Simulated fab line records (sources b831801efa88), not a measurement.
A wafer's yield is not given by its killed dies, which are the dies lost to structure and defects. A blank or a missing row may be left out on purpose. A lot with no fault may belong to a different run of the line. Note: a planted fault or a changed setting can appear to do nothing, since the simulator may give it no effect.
Chamber matching ; flow gf180mcu ; GF_MIM_CVD_05 on pecvd-01: 3 sister chambers
The step deposits Si3N4, target thk 42 nm, time 29.086 s. 3 wafers are shown with their chamber, then 10 later ones without.

EACH WAFER AND ITS CHAMBER
wafer;chamber;heater_power_w (W)
L090.2;2;768
L090.4;1;631
L090.5;0;658

WAFERS WHOSE CHAMBER IS MISSING
wafer;heater_power_w (W)
L090.6;772
L093.1;534
L093.2;598
L093.3;865
L093.4;530
L093.5;847
L093.6;599
L095.2;868
L095.4;899
L095.6;598

CHAMBER TAKEN BY EACH
wafer;from the rows above;in truth
L090.6;can't be placed: 2 or 0 or 1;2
L093.1;can't be placed: 1 or 0 or 2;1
L093.2;can't be placed: 1 or 0 or 2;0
L093.3;can't be placed: 2 or 0 or 1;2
L093.4;can't be placed: 1 or 0 or 2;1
L093.5;can't be placed: 2 or 0 or 1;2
L093.6;can't be placed: 1 or 0 or 2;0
L095.2;can't be placed: 2 or 0 or 1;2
L095.4;can't be placed: 2 or 0 or 1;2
L095.6;can't be placed: 1 or 0 or 2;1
Correctly placed: 0 of 10. Not placeable from these rows: 10 (in 10, the candidates include the true chamber). Placed wrongly: 0.
How it was worked out, from the rows above alone: a wafer's distance from a chamber is the root of the sum, over the readings, of the square of ((its reading less the chamber's mean) divided by the reading's scatter). The wafer belongs to the nearest chamber; if the next one is less than 2 further off, it can't be placed. The mean given for a chamber averages the wafers shown for that chamber. The scatter (one wafer shown for each chamber): square how far every hidden wafer sits from the nearest shown wafer, average those squares and take the square root.
